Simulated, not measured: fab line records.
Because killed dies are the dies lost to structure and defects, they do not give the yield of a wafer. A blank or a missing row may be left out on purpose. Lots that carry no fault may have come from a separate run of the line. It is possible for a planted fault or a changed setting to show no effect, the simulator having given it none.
A single fault, viewed from 2 desks    flow sky130    only its own numbers are on each desk; what lay behind them is given at the end

## THE TOOL OWNER'S DESK: litho_track-04
The tool's own readings at SKY_VT_ADJUST_HVTR_DEVELOP_06 (develop time 60 s): means of the sampled wafers that have a number, for each lot that ran on this tool. Any lot whose mean is over 4 standard deviations away from the usual mean is out of limits and marked OUT; that distance is given in the brackets.
Columns: A = resist_line_temp_C at SKY_VT_ADJUST_HVTR_DEVELOP_06, usual 23.00 C
lot   first seen here  A
L921  day 9 20:33      23.00
L922  day 10 01:19     22.90
L924  day 10 17:22     23.17
L925  day 11 12:49     23.01
L932  day 13 18:30     23.05
L939  day 15 05:58     23.07
L938  day 15 08:25     22.84
L940  day 15 15:19     23.03
L941  day 16 01:39     23.14
L943  day 16 11:19     23.06
Finding of this desk: none of the 10 lots has anything out of limits.

## METROLOGY DESK
What the gauges read, lot by lot, whatever tool the lot ran on: means of the sampled wafers that have a number. Any lot whose mean is over 4 standard deviations away from the usual mean is out of limits and marked OUT; that distance is given in the brackets.
Columns: A = VT_ADJUST_HVTP_TW at SKY_VT_ADJUST_HVTP_TW_MEAS_11, usual 1362; B = cd_nm at SKY_VT_ADJUST_HVTR_CD_MEAS_07, usual 380.4 nm; C = VT_ADJUST_HVTR_OVL at SKY_VT_ADJUST_HVTR_OVL_MEAS_08, usual -0.2 nm
lot   first seen here  A     B                 C
L921  day 6 10:59      1350  382.6             1.5
L922  day 6 14:55      1366  380.9             -0.8
L923  day 6 19:02      1353  380.8             0.1
L924  day 7 04:49      1357  390.6 (+4.6) OUT  2.1
L925  day 7 22:02      1368  391.3 (+5.0) OUT  -0.9
L933  day 9 17:49      1373  383.1             -1.0
L932  day 9 18:11      1372  380.3             0.1
L935  day 10 09:02     1355  380.4             0.1
L939  day 11 02:23     1349  377.0             0.7
L938  day 11 03:35     1353  380.7             0.4
L940  day 11 10:07     1376  379.6             0.8
L941  day 11 17:47     1353  381.7             -0.3
L943  day 12 03:52     1367  381.4             -1.5
This desk's verdict: out of limits on L924, L925, starting with L924 at day 10 17:31 (cd_nm at SKY_VT_ADJUST_HVTR_CD_MEAS_07). Within limits: L921, L922, L923, L933, L932, L935, L939, L938, L940, L941, L943.

## TAKEN TOGETHER
An alarm was possible from the metrology desk at day 10 17:31, on L924, L925.
The desk of the tool owner found nothing out of limits.
The tool owner's desk has L924, L925 on record, within its limits.
Of the lots named, all ran SKY_VT_ADJUST_HVTR_DEVELOP_06 on litho_track-04.

## WHAT THE SIMULATOR HAD PUT IN
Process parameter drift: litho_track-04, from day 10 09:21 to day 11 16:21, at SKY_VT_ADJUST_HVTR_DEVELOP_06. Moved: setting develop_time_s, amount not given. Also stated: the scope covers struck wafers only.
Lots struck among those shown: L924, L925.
Per desk, hours elapsed from the start of the fault to the first reading out of limits: for the metrology desk, 8.
